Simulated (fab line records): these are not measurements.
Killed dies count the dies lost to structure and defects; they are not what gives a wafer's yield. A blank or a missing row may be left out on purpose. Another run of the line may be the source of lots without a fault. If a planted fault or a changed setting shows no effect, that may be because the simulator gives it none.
Matching of chambers -- flow sfqLine -- cmp-02 running SFQ_TRILAYER_I3_CMP_CMP_082: 4 sister chambers
The step polishes SiO2. 14 wafers are shown with their chamber, then 6 later ones without.

WAFERS PAIRED WITH THEIR CHAMBERS
wafer,chamber,motorCurrentA (A),timeToEndpointS (s),edgeZonePressureFrac
L170.3,2,12.1,223,0.995
L172.3,0,10.6,207,0.998
L173.1,3,10.9,223,0.996
L173.3,1,9.7,219,1.007
L173.6,3,11.0,221,0.986
L180.1,0,9.6,216,1.003
L180.5,1,10.2,224,1.006
L180.6,0,9.9,224,1.000
L185.4,1,9.7,227,1.000
L185.5,2,11.1,229,1.000
L185.6,1,10.4,231,0.993
L188.3,3,10.8,215,1.001
L188.4,1,10.2,224,1.005
L188.5,3,10.9,217,1.007

SIGNATURES (means of the wafers above)
reading,chamber 0,chamber 1,chamber 2,chamber 3,scatter within a chamber
motorCurrentA,10.033,10.040,11.600,10.900,0.382
timeToEndpointS,215.67,225.00,226.00,219.00,5.3
edgeZonePressureFrac,1.00033,1.00220,0.99750,0.99750,0.0063
Rule: a wafer lies at a distance from a chamber equal to the root of the sum of squares, over the readings, of (its reading less the chamber's mean, divided by the reading's scatter). If the next closest chamber is less than 2 further off than the closest, the wafer can't be placed; otherwise it belongs to the closest. The scatter is the square root of a quotient: the sum, over the shown wafers, of each reading's squared deviation from its chamber's mean, divided by wafers minus chambers.

WAFERS MISSING THEIR CHAMBER
wafer,motorCurrentA (A),timeToEndpointS (s),edgeZonePressureFrac
L189.1,11.2,217,0.999
L189.2,10.3,214,1.007
L189.6,11.6,221,0.998
L190.4,10.3,214,0.998
L190.5,9.9,216,0.989
L190.6,11.0,217,0.998

WHICH CHAMBER EACH WENT THROUGH
wafer,from the rows above,in truth
L189.1,can't be placed: 3 or 2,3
L189.2,can't be placed: 0 or 1 or 3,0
L189.6,can't be placed: 2 or 3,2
L190.4,can't be placed: 0 or 3 or 1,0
L190.5,can't be placed: 0 or 1 or 3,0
L190.6,can't be placed: 3 or 2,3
Placed correctly: 0 of 6. Not placeable from these rows: 6 (in 6, the candidates include the true chamber). Wrongly placed: 0.
